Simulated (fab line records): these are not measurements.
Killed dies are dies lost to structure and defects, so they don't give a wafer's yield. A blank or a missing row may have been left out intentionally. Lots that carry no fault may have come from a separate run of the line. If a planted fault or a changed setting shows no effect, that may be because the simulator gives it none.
Which tool is to blame? | flow gf180mcu | 10 lots with 29 wafers sampled at 5 steps, on a route of 602 steps

WHAT THE GAUGES READ, wafer by wafer
GF_TOP_METAL_RS_MEAS_05: a four-point-probe measurement.
lot  | measured     | on            | TOP_METAL_ALCU_RS (ohm/sq)
L925 | day 27 04:02 | film_metro-03 | 0.0327 0.0329 0.0329
L926 | day 27 07:59 | film_metro-02 | 0.0321 0.0327 0.0322
L927 | day 27 12:40 | film_metro-01 | 0.0322 0.0321 0.0321
L928 | day 28 04:42 | film_metro-03 | 0.0330 0.0326 0.0328
L929 | day 28 12:07 | film_metro-02 | 0.0330 0.0330 0.0324
L938 | day 31 01:53 | film_metro-03 | 0.0793 0.0322
L943 | day 32 20:41 | film_metro-02 | 0.0324 0.0326 0.0325
L944 | day 33 02:49 | film_metro-03 | 0.0324 0.0326 0.0324
L945 | day 33 05:13 | film_metro-02 | 0.0328 0.0327 0.0329
L948 | day 33 15:33 | film_metro-02 | 0.0324 0.0324 0.0323

TOOL THAT RAN EACH LOT (tool first, then ch and the chambers of the sampled wafers, then the start)
lot  | GF_V3_CVD_02                    | GF_MIM_SPUTTER_00            | GF_M5_ETCH_09                      | GF_TOP_METAL_SPUTTER_02
L925 | pecvd-01 ch 0,1, day 21 09:53   | pvd_sputter-02, day 24 10:28 | rie_diel-03 ch 1,3, day 26 04:55   | pvd_sputter-03, day 27 03:56
L926 | pecvd-02 ch 0,1, day 21 13:08   | pvd_sputter-03, day 24 13:59 | rie_diel-02 ch 0,3, day 26 08:35   | pvd_sputter-01, day 27 07:53
L927 | pecvd-01 ch 0,2, day 21 19:28   | pvd_sputter-01, day 24 18:37 | rie_diel-04 ch 1,2, day 26 13:20   | pvd_sputter-04, day 27 12:32
L928 | pecvd-02 ch 1,2, day 22 12:00   | pvd_sputter-03, day 25 11:43 | rie_diel-02 ch 0,2,3, day 27 05:49 | pvd_sputter-03, day 28 04:34
L929 | pecvd-04 ch 0,1, day 22 22:56   | pvd_sputter-03, day 25 19:57 | rie_diel-03 ch 0,1,3, day 27 13:50 | pvd_sputter-01, day 28 12:02
L938 | pecvd-01 ch 0, day 25 23:28     | pvd_sputter-03, day 28 16:02 | rie_diel-04 ch 1,2, day 30 05:20   | pvd_sputter-01, day 31 01:47
L943 | pecvd-01 ch 0,1,2, day 27 23:03 | pvd_sputter-03, day 30 13:25 | rie_diel-03 ch 1,2, day 32 01:26   | pvd_sputter-03, day 32 20:36
L944 | pecvd-01 ch 0,1,2, day 28 08:28 | pvd_sputter-01, day 30 21:27 | rie_diel-02 ch 0,1,3, day 32 07:44 | pvd_sputter-04, day 33 02:43
L945 | pecvd-01 ch 0,1,2, day 28 10:56 | pvd_sputter-01, day 30 23:36 | rie_diel-03 ch 0,1,2, day 32 09:47 | pvd_sputter-04, day 33 05:07
L948 | pecvd-04 ch 0,1, day 28 23:05   | pvd_sputter-03, day 31 10:18 | rie_diel-03 ch 0,1,2, day 32 20:56 | pvd_sputter-04, day 33 15:28
- GF_V3_CVD_02: deposits SiO2 from TEOS, target thk 850 nm, time 94.851 s.
- GF_MIM_SPUTTER_00: material Ti, target thk 37.5 nm, time 150 s.
- GF_M5_ETCH_09: etches Si3N4 in CF4/O2, target depth 52 nm, time 11.6 s.
- GF_TOP_METAL_SPUTTER_02: material AlCu, target thk 900 nm, time 47.82 s.

THE ANSWER, worked out from the rows above alone
Rule: the lots themselves supply what counts as usual. Put in order of their means at a reading, lots are off if they are a third of the lots or fewer, leave a main group of 4 or more, and stand apart from it by a gap of 3 or more times the standard deviation of the main group's means; of several such gaps the widest counts. If all means in a main group match to the digits the tables above print for the reading, that group is not used. A lot without any number at a reading at which 4 lots or more have one is off too. The other lots that the step has rows for count as sound.
Off: L938, seen at GF_TOP_METAL_RS_MEAS_05 (TOP_METAL_ALCU_RS). For the main group the mean is 0.0326 ohm/sq and the standard deviation 0.00024.
If a tool, at a process step before that reading, ran all the lots that are off and no sound lot after the first of them, it fits. The gauges at GF_TOP_METAL_RS_MEAS_05 are tried like those tools. 2 tools fit, rie_diel-04 at GF_M5_ETCH_09 and pvd_sputter-01 at GF_TOP_METAL_SPUTTER_02, so this cannot tell which one it is.

WHAT THE SIMULATOR HAD PUT IN
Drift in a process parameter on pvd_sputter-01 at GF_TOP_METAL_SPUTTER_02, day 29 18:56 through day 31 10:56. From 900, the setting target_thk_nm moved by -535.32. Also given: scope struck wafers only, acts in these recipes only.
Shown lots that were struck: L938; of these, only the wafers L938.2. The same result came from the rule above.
